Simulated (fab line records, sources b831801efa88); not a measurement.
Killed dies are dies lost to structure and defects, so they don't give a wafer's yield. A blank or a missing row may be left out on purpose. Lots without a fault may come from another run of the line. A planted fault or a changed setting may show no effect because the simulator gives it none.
fab line records | flow gf180mcu
record lots=24 wafers=72 last_day=34
route steps=602 shown V2@386 M3@411 V3@430
lots that met no fault: from a run of the same line without faults
start_h: hours from the record's first day to the start of the lot's first wafer shown | wait_h: hours since the lot's step before | " the same as in the row above | L1.1+2: a row that stands for several wafers | - no value, or no start given | * or withheld: withheld | < > ~ a bound
route shown NAME@n: a module of which the file shows steps, and the number in the route of the first | usual: mean/standard deviation of fault-free wafers | same: alike in all rows | chamber/n: place in a boat | sites: the reading at each site | _std_site: their standard deviation | _edge_site: outer sites' mean less inner sites' | radius_mm: how far each site lies from the wafer's centre | mask NAME#n: copy n | behind: the tool/chamber that last shaped the wafer | hold: why the lot was held/for how many hours/how that ended | device: the transistor (n, p or np) that didn't switch | end of line: the same wafers' tests at the end of the route | a step without rows: its recipe alone | killed: dies lost to structure and defects at the first sort, not the wafer's yield | map: a wafer's dies, x killed, . not, _ none there
set.NAME: the setting as run; set.NAME@STEP: as run at that earlier step | model.NAME: the simulator's own value behind a step, which no gauge read
steps of the route over a sample of lots; a table a step, a row a wafer
services: from which hour (start_h, from the record's first day; less than 0 if before it) a tool's chamber was out of use, for how many hours, and why
## steps
# step GF_V2_CMP_04
# recipe material=SiO2 down_force_psi=4 platen_rpm=60 pad_velocity_m_s=0.94248
# usual motor_current_A=11.8/1.2 time_to_endpoint_s=79/4.6
# columns lot.wafer tool chamber start_h wait_h motor_current_A time_to_endpoint_s
L074.3 cmp-01 1 449.03 0.2 12.4 76
L074.2 " 3 " " 12.8 75
L074.5 " 1 " " 11.5 84
L075.1 cmp-01 1 452.47 0.2 12.1 80
L075.5 " 2 " " 10.6 81
L075.6 " 3 " " 12.9 84
L076.2 cmp-01 1 470.26 0.0 12.4 76
L076.4 " 2 " " 10.5 78
L076.1 " 3 " " 12.6 75
L077.1 cmp-02 1 473.23 0.1 14.2 80
L077.2 " 2 " " 10.0 78
L077.5 " 2 " " 10.0 82
L078.4 cmp-02 3 477.26 0.4 12.4 78
L078.2 " 0 " " 10.6 85
L078.6 " 2 " " 10.9 87
L079.1 cmp-01 1 498.06 0.3 12.6 78
L079.3 " 3 " " 13.7 80
L079.4 " 0 " " 11.8 88
L081.2 cmp-01 2 500.24 0.1 10.7 67
L081.5 " 0 " " 12.1 88
L081.6 " 1 " " 12.2 84
L080.3 cmp-01 1 502.06 0.0 12.3 77
L080.4 " 2 " " 10.3 78
L080.1 " 0 " " 12.9 82
L082.2 cmp-02 1 522.58 0.0 13.4 81
L082.3 " 2 " " 10.9 80
L082.5 " 2 " " 10.5 87
L083.1 cmp-02 3 524.15 0.1 12.0 72
L083.4 " 0 " " 11.1 82
L083.5 " 3 " " 12.7 76
L084.3 cmp-02 1 529.57 0.1 13.5 71
L084.1 " 2 " " 10.5 80
L084.6 " 0 " " 11.3 82
L085.3 cmp-02 2 532.78 0.0 10.5 75
L085.4 " 0 " " 10.4 75
L085.6 " 3 " " 11.8 79
L086.4 cmp-02 1 552.91 0.6 14.0 82
L086.2 " 3 " " 12.3 78
L086.6 " 1 " " 13.4 82
L087.1 cmp-02 3 569.49 0.1 12.0 80
L087.4 " 1 " " 13.7 86
L087.6 " 3 " " 11.9 85
L088.4 cmp-02 1 569.93 0.1 14.2 83
L088.5 " 3 " " 12.0 80
L088.6 " 0 " " 10.9 80
L090.1 cmp-01 2 574.74 0.1 10.2 73
L090.3 " 3 " " 13.1 80
L090.6 " 1 " " 12.5 78
L089.4 cmp-01 1 576.29 0.1 12.2 85
L089.1 " 3 " " 13.1 84
L089.6 " 0 " " 12.0 83
L091.1 cmp-02 0 588.57 0.1 11.0 85
L091.4 " 1 " " 12.5 87
L091.6 " 0 " " 10.8 88
L092.1 cmp-02 0 594.41 0.1 10.9 74
L092.2 " 1 " " 13.8 70
L092.6 " 2 " " 10.2 80
L093.1 cmp-01 2 594.63 0.1 10.3 73
L093.6 " 1 " " 12.5 83
L093.5 " 2 " " 10.4 78
L094.1 cmp-02 2 614.08 0.1 10.1 75
L094.3 " 0 " " 11.6 75
L094.6 " 2 " " 10.1 75
L095.3 cmp-01 1 614.77 0.1 10.9 82
L095.4 " 3 " " 12.9 82
L095.6 " 0 " " 12.7 78
L096.4 cmp-02 3 617.91 0.1 11.9 78
L096.6 " 1 " " 13.8 80
L096.5 " 2 " " 10.9 75
L097.4 cmp-02 2 635.17 0.0 10.3 78
L097.1 " 1 " " 13.7 80
L097.5 " 2 " " 10.4 83
# step GF_V2_BOW_MEAS_05
# recipe mode=bow
# usual V2_BOW=98/8
# columns lot.wafer tool chamber start_h wait_h V2_BOW[um]
L074.2 film_metro-01 - 449.36 0.2 103
L074.3 " - " " 93
L074.5 " - " " 84
L075.1 film_metro-04 - 452.62 0.1 92
L075.5 " - " " 98
L075.6 " - " " 104
L076.1 film_metro-01 - 470.56 0.1 89
L076.2 " - " " 93
L076.4 " - " " 85
L077.1 film_metro-04 - 473.53 0.2 107
L077.2 " - " " 107
L077.5 " - " " 115
L078.2 film_metro-01 - 477.48 0.1 104
L078.4 " - " " 99
L078.6 " - " " 103
L079.1 film_metro-04 - 498.36 0.2 96
L079.3 " - " " 101
L079.4 " - " " 95
L081.2 film_metro-02 - 500.46 0.2 113
L081.5 " - " " 95
L081.6 " - " " 107
L080.1 film_metro-04 - 502.36 0.1 95
L080.3 " - " " 94
L080.4 " - " " 94
L082.2 film_metro-04 - 522.90 0.3 90
L082.3 " - " " 78
L082.5 " - " " 91
L083.1 film_metro-04 - 524.45 0.2 92
L083.4 " - " " 86
L083.5 " - " " 85
L084.1 film_metro-04 - 529.82 0.1 90
L084.3 " - " " 94
L084.6 " - " " 102
L085.3 film_metro-02 - 533.12 0.3 80
L085.4 " - " " 99
L085.6 " - " " 88
L086.2 film_metro-01 - 553.34 0.3 92
L086.4 " - " " 95
L086.6 " - " " 85
L087.1 film_metro-04 - 569.79 0.3 94
L087.4 " - " " 91
L087.6 " - " " 92
L088.4 film_metro-02 - 570.19 0.2 111
L088.5 " - " " 109
L088.6 " - " " 99
L090.1 film_metro-01 - 574.99 0.2 105
L090.3 " - " " 88
L090.6 " - " " 90
L089.1 film_metro-01 - 576.54 0.1 106
L089.4 " - " " 105
L089.6 " - " " 97
L091.1 film_metro-04 - 588.82 0.2 99
L091.4 " - " " 106
L091.6 " - " " 87
L092.1 film_metro-02 - 594.61 0.1 93
L092.2 " - " " 107
L092.6 " - " " 91
L093.1 film_metro-02 - 594.88 0.2 100
L093.5 " - " " 93
L093.6 " - " " 89
L094.1 film_metro-02 - 614.38 0.2 109
L094.3 " - " " 98
L094.6 " - " " 94
L095.3 film_metro-02 - 615.06 0.2 111
L095.4 " - " " 100
L095.6 " - " " 108
L096.4 film_metro-04 - 618.17 0.2 89
L096.5 " - " " 93
L096.6 " - " " 107
L097.1 film_metro-04 - 635.47 0.1 85
L097.4 " - " " 103
L097.5 " - " " 95
# step GF_V2_CVD_23
# recipe material=W target_thk_nm=350 time_s=104.94 temp_c=400 pressure_torr=40
# usual heater_power_w=834/120
# columns lot.wafer tool chamber start_h wait_h heater_power_w
L074.2 cvd_w-02 1 474.71 0.0 691
L074.3 " 0 " " 994
L074.5 " 0 " " 980
L075.1 cvd_w-01 1 478.26 0.0 788
L075.5 " 1 " " 788
L075.6 " 0 " " 837
L076.1 cvd_w-01 1 495.53 0.0 797
L076.2 " 0 " " 821
L076.4 " 1 " " 804
L077.1 cvd_w-01 0 498.65 0.0 831
L077.2 " 1 " " 793
L077.5 " 0 " " 815
L078.2 cvd_w-02 1 502.08 0.0 675
L078.4 " 1 " " 688
L078.6 " 1 " " 677
L079.1 cvd_w-02 0 522.72 0.0 1000
L079.3 " 0 " " 1005
L079.4 " 1 " " 716
L081.2 cvd_w-01 1 524.72 0.0 790
L081.5 " 0 " " 795
L081.6 " 1 " " 794
L080.1 cvd_w-02 0 526.90 0.0 996
L080.3 " 0 " " 1000
L080.4 " 1 " " 705
L082.2 cvd_w-02 1 546.79 0.0 690
L082.3 " 1 " " 708
L082.5 " 1 " " 693
L083.1 cvd_w-02 0 547.76 0.0 1012
L083.4 " 0 " " 988
L083.5 " 0 " " 999
L084.1 cvd_w-02 0 553.03 0.0 1005
L084.3 " 0 " " 1008
L084.6 " 0 " " 1006
L085.3 cvd_w-02 1 556.67 0.1 690
L085.4 " 0 " " 984
L085.6 " 0 " " 1000
L086.2 cvd_w-01 1 576.66 0.0 800
L086.4 " 1 " " 797
L086.6 " 1 " " 795
L087.1 cvd_w-02 1 591.56 0.0 706
L087.4 " 0 " " 996
L087.6 " 1 " " 712
L088.4 cvd_w-01 1 591.59 0.1 802
L088.5 " 0 " " 813
L088.6 " 1 " " 815
L090.1 cvd_w-02 0 597.43 0.0 994
L090.3 " 1 " " 694
L090.6 " 1 " " 707
L089.1 cvd_w-02 0 599.03 0.0 990
L089.4 " 0 " " 1003
L089.6 " 0 " " 994
L091.1 cvd_w-02 0 610.86 0.0 1023
L091.4 " 1 " " 691
L091.6 " 0 " " 976
L092.1 cvd_w-01 1 616.98 0.0 770
L092.2 " 0 " " 828
L092.6 " 0 " " 817
L093.1 cvd_w-02 1 617.02 0.0 705
L093.5 " 1 " " 697
L093.6 " 0 " " 962
L094.1 cvd_w-01 1 636.12 0.0 798
L094.3 " 0 " " 825
L094.6 " 1 " " 828
L095.3 cvd_w-02 1 637.75 0.1 698
L095.4 " 0 " " 991
L095.6 " 0 " " 997
L096.4 cvd_w-02 1 639.94 0.1 722
L096.5 " 1 " " 705
L096.6 " 0 " " 997
L097.1 cvd_w-01 1 656.35 0.1 803
L097.4 " 1 " " 820
L097.5 " 0 " " 824
# step GF_M3_SPUTTER_02
# recipe material=AlCu target_thk_nm=450 power_w=10600 time_s=23.9 chamber_pressure_pa=0.4
# usual throttle_valve_pct=30.1/1.5
# columns lot.wafer tool chamber start_h wait_h throttle_valve_pct
L074.2 pvd_sputter-02 - 475.43 0.0 30.9
L074.3 " - " " 29.6
L074.5 " - " " 32.0
L075.1 pvd_sputter-02 - 478.98 0.0 30.5
L075.5 " - " " 31.8
L075.6 " - " " 28.9
L076.1 pvd_sputter-03 - 496.26 0.0 29.0
L076.2 " - " " 29.4
L076.4 " - " " 30.0
L077.1 pvd_sputter-01 - 499.37 0.0 28.1
L077.2 " - " " 30.3
L077.5 " - " " 30.2
L078.2 pvd_sputter-03 - 502.80 0.0 29.4
L078.4 " - " " 30.1
L078.6 " - " " 29.0
L079.1 pvd_sputter-03 - 523.45 0.0 30.3
L079.3 " - " " 31.9
L079.4 " - " " 29.7
L081.2 pvd_sputter-03 - 525.44 0.0 29.6
L081.5 " - " " 29.1
L081.6 " - " " 31.9
L080.1 pvd_sputter-02 - 527.62 0.0 31.7
L080.3 " - " " 31.2
L080.4 " - " " 28.9
L082.2 pvd_sputter-01 - 547.72 0.0 32.1
L082.3 " - " " 28.0
L082.5 " - " " 30.2
L083.1 pvd_sputter-01 - 548.64 0.0 27.5
L083.4 " - " " 28.3
L083.5 " - " " 27.2
L084.1 pvd_sputter-01 - 553.89 0.0 32.5
L084.3 " - " " 30.4
L084.6 " - " " 28.0
L085.3 pvd_sputter-03 - 557.35 0.0 29.2
L085.4 " - " " 32.3
L085.6 " - " " 28.7
L086.2 pvd_sputter-03 - 577.38 0.0 32.3
L086.4 " - " " 30.2
L086.6 " - " " 32.4
L088.4 pvd_sputter-03 - 592.27 0.0 29.0
L088.5 " - " " 32.2
L088.6 " - " " 29.1
L087.1 pvd_sputter-02 - 592.31 0.0 31.8
L087.4 " - " " 32.0
L087.6 " - " " 28.9
L090.1 pvd_sputter-02 - 598.16 0.0 29.3
L090.3 " - " " 31.7
L090.6 " - " " 28.8
L089.1 pvd_sputter-02 - 599.76 0.0 29.8
L089.4 " - " " 29.0
L089.6 " - " " 31.8
L091.1 pvd_sputter-01 - 611.59 0.0 27.4
L091.4 " - " " 32.3
L091.6 " - " " 30.2
L092.1 pvd_sputter-01 - 617.70 0.0 30.3
L092.2 " - " " 27.4
L092.6 " - " " 27.3
L093.1 pvd_sputter-02 - 617.79 0.0 30.8
L093.5 " - " " 28.8
L093.6 " - " " 31.9
L094.1 pvd_sputter-02 - 636.84 0.0 29.5
L094.3 " - " " 31.8
L094.6 " - " " 30.8
L095.3 pvd_sputter-01 - 638.44 0.0 28.3
L095.4 " - " " 32.6
L095.6 " - " " 27.2
L096.4 pvd_sputter-02 - 640.89 0.0 28.9
L096.5 " - " " 28.6
L096.6 " - " " 31.1
L097.1 pvd_sputter-03 - 657.09 0.0 32.5
L097.4 " - " " 29.5
L097.5 " - " " 28.9
# step GF_M3_STRIP_17
# recipe chemistry=O2/N2 power_w=1400 pressure_mtorr=1500 platen_temp_c=250 o2_flow_sccm=3000 n2_flow_sccm=300 overash_fraction=0.5
# usual drypump_motor_current_A=5.8/0.57 heater_power_w=330/31 oes_product_au=0.537/0.0052 strip_time_to_endpoint_s=7.38/0.052
# columns lot.wafer tool chamber start_h wait_h drypump_motor_current_A heater_power_w oes_product_au rf_hours_counter_h strip_time_to_endpoint_s
L074.2 plasma_asher-03 1 499.73 0.1 5.1 368 0.541 92 7.37
L074.3 " 1 " " 5.1 387 0.536 - 7.36
L074.5 " 0 " " 6.1 280 0.539 - 7.37
L075.1 plasma_asher-02 1 503.33 0.1 5.8 322 0.532 39 7.33
L075.5 " 0 " " 5.0 300 0.533 - 7.40
L075.6 " 1 " " 5.8 319 0.532 - 7.41
L076.1 plasma_asher-04 1 519.80 0.1 6.5 361 0.533 75 7.27
L076.2 " 0 " " 6.3 316 0.537 75 7.31
L076.4 " 0 " " 6.2 323 0.542 - 7.28
L077.1 plasma_asher-02 1 523.13 0.2 5.8 320 0.534 41 7.33
L077.2 " 0 " " 5.0 307 0.531 41 7.36
L077.5 " 1 " " 5.8 326 0.526 - 7.34
L078.2 plasma_asher-02 0 526.86 0.2 5.0 304 0.541 42 7.36
L078.4 " 0 " " 5.0 303 0.535 - 7.36
L078.6 " 1 " " 5.8 325 0.534 - 7.36
L079.1 plasma_asher-02 0 546.19 0.1 5.0 306 0.533 44 7.37
L079.3 " 0 " " 5.0 305 0.535 - 7.49
L079.4 " 1 " " 5.8 328 0.528 - 7.35
L081.2 plasma_asher-02 0 549.08 0.2 5.0 305 0.541 44 7.35
L081.5 " 1 " " 5.8 331 0.536 - 7.32
L081.6 " 0 " " 5.0 302 0.528 - 7.34
L080.1 plasma_asher-02 0 550.54 0.1 5.0 300 0.533 44 7.34
L080.3 " 0 " " 5.0 298 0.540 - 7.42
L080.4 " 1 " " 5.8 326 0.544 - 7.37
L082.2 plasma_asher-03 1 570.28 0.1 5.1 372 0.545 100 7.37
L082.3 " 0 " " 6.0 286 0.533 - 7.40
L082.5 " 1 " " 5.1 369 0.539 - 7.36
L083.1 plasma_asher-03 1 570.76 0.2 5.1 386 0.539 100 7.43
L083.4 " 1 " " 5.1 373 0.540 - 7.43
L083.5 " 1 " " 5.1 377 0.548 - 7.43
L084.1 plasma_asher-04 1 576.38 0.1 6.6 368 0.539 81 7.43
L084.3 " 1 " " 6.5 367 0.549 - 7.41
L084.6 " 1 " " 6.6 363 0.537 - 7.32
L085.3 plasma_asher-04 1 579.81 0.2 6.5 369 0.544 - 7.41
L085.4 " 0 " " 6.2 321 0.539 - 7.43
L085.6 " 0 " " 6.2 316 0.540 - 7.40
L086.2 plasma_asher-03 0 598.88 0.2 6.0 287 0.537 104 7.44
L086.4 " 1 " " 5.1 370 0.540 - 7.45
L086.6 " 0 " " 6.0 288 0.534 - 7.47
L088.4 plasma_asher-04 1 613.37 0.1 6.5 367 0.536 - 7.31
L088.5 " 0 " " 6.2 328 0.543 - 7.41
L088.6 " 1 " " 6.5 373 0.538 - 7.30
L087.1 plasma_asher-02 0 613.60 0.1 5.0 304 0.538 51 7.41
L087.4 " 0 " " 5.0 306 0.539 - 7.35
L087.6 " 0 " " 5.0 301 0.537 - 7.42
L090.1 plasma_asher-03 1 619.23 0.1 5.0 376 0.544 107 7.37
L090.3 " 0 " " 6.0 286 0.536 - 7.34
L090.6 " 1 " " 5.0 389 0.532 - 7.33
L089.1 plasma_asher-04 1 620.96 0.2 6.5 366 0.546 87 7.45
L089.4 " 0 " " 6.2 318 0.528 - 7.46
L089.6 " 0 " " 6.2 316 0.538 - 7.39
L091.1 plasma_asher-03 0 632.79 0.1 6.0 295 0.541 108 7.43
L091.4 " 1 " " 5.1 376 0.539 - 7.42
L091.6 " 0 " " 6.0 289 0.532 - 7.41
L092.1 plasma_asher-04 1 638.83 0.1 6.6 362 0.524 89 7.32
L092.2 " 0 " " 6.2 322 0.543 89 7.38
L092.6 " 1 " " 6.6 369 0.529 - 7.32
L093.1 plasma_asher-04 1 639.34 0.1 6.6 369 0.542 89 7.44
L093.5 " 1 " " 6.5 370 0.540 - 7.44
L093.6 " 0 " " 6.2 321 0.540 - 7.42
L094.1 plasma_asher-03 1 657.08 0.2 5.0 372 0.535 111 7.42
L094.3 " 0 " " 6.0 292 0.547 - 7.38
L094.6 " 0 " " 6.0 284 0.536 - 7.38
L095.3 plasma_asher-02 0 658.74 0.2 5.0 299 0.533 - 7.39
L095.4 " 1 " " 5.8 326 0.541 - 7.40
L095.6 " 1 " " 5.8 331 0.539 - 7.40
L096.4 plasma_asher-04 0 661.77 0.1 6.2 326 0.535 - 7.41
L096.5 " 0 " " 6.2 319 0.525 - 7.37
L096.6 " 1 " " 6.6 377 0.530 - 7.35
L097.1 plasma_asher-02 1 676.48 0.2 5.8 329 0.539 58 7.42
L097.4 " 0 " " 5.0 305 0.539 - 7.40
L097.5 " 0 " " 5.0 302 0.527 - 7.35
# step GF_V3_THK_MEAS_01
# recipe reads=SiO2_of_V3_CVD_00
# usual V3_CVD_00_THK=601/6
# columns lot.wafer tool chamber start_h wait_h V3_CVD_00_THK[nm]
L074.2 film_metro-04 - 500.37 0.0 601
L074.3 " - " " 604
L074.5 " - " " 596
L075.1 film_metro-03 - 503.95 0.0 603
L075.5 " - " " 606
L075.6 " - " " 591
L076.1 film_metro-03 - 520.41 0.0 601
L076.2 " - " " 588
L076.4 " - " " 598
L077.1 film_metro-01 - 523.77 0.0 591
L077.2 " - " " 585
L077.5 " - " " 597
L078.2 film_metro-01 - 527.48 0.0 592
L078.4 " - " " 600
L078.6 " - " " 599
L079.1 film_metro-01 - 546.80 0.0 605
L079.3 " - " " 603
L079.4 " - " " 600
L081.2 film_metro-03 - 549.73 0.0 593
L081.5 " - " " 594
L081.6 " - " " 598
L080.1 film_metro-01 - 551.14 0.0 603
L080.3 " - " " 592
L080.4 " - " " 593
L082.2 film_metro-03 - 571.05 0.0 597
L082.3 " - " " 590
L082.5 " - " " 589
L083.1 film_metro-03 - 571.37 0.0 611
L083.4 " - " " 612
L083.5 " - " " 601
L084.1 film_metro-03 - 577.15 0.0 596
L084.3 " - " " 602
L084.6 " - " " 596
L085.3 film_metro-03 - 580.50 0.1 605
L085.4 " - " " 603
L085.6 " - " " 599
L086.2 film_metro-04 - 599.49 0.0 594
L086.4 " - " " 598
L086.6 " - " " 590
L088.4 film_metro-04 - 613.97 0.0 597
L088.5 " - " " 601
L088.6 " - " " 602
L087.1 film_metro-01 - 614.31 0.1 603
L087.4 " - " " 604
L087.6 " - " " 600
L090.1 film_metro-03 - 619.84 0.0 612
L090.3 " - " " 613
L090.6 " - " " 606
L089.1 film_metro-03 - 621.57 0.0 603
L089.4 " - " " 602
L089.6 " - " " 600
L091.1 film_metro-01 - 633.43 0.0 603
L091.4 " - " " 598
L091.6 " - " " 609
L092.1 film_metro-01 - 639.47 0.0 606
L092.2 " - " " 606
L092.6 " - " " 602
L093.1 film_metro-01 - 639.96 0.0 604
L093.5 " - " " 598
L093.6 " - " " 595
L094.1 film_metro-03 - 657.72 0.0 595
L094.3 " - " " 599
L094.6 " - " " 597
L095.3 film_metro-01 - 659.34 0.1 611
L095.4 " - " " 599
L095.6 " - " " 614
L096.4 film_metro-03 - 662.40 0.0 608
L096.5 " - " " 607
L096.6 " - " " 612
L097.1 film_metro-04 - 677.08 0.0 601
L097.4 " - " " 602
L097.5 " - " " 597
## services
# columns tool chamber start_h hours kind
cmp-01 - 475.52 5.8 pm
cmp-02 - 495.70 2.5 repair
cvd_w-01 - 522.45 1.6 repair
pvd_sputter-03 - 530.64 20.8 repair
pvd_sputter-03 - 530.92 2.7 repair
cmp-01 - 532.73 2.6 repair
cmp-01 - 544.77 9.8 pm
cvd_w-01 - 550.91 6.0 pm
cmp-02 - 555.90 2.3 repair
cmp-02 - 556.06 1.6 repair
pvd_sputter-02 - 557.69 23.7 repair
cvd_w-01 - 558.60 11.1 repair
cmp-01 - 560.70 10.7 pm
pvd_sputter-02 - 566.37 4.5 repair
cmp-02 - 572.00 4.0 pm
cvd_w-02 - 593.63 2.8 pm
plasma_asher-02 - 610.07 1.0 repair
cmp-01 - 623.36 1.4 repair
pvd_sputter-03 - 630.62 3.0 repair
pvd_sputter-03 - 642.31 2.1 repair
cmp-01 - 645.44 2.4 repair
cmp-01 - 649.20 1.4 repair
cvd_w-02 - 650.14 6.9 pm
cmp-02 - 663.26 4.6 pm
## key
fault none
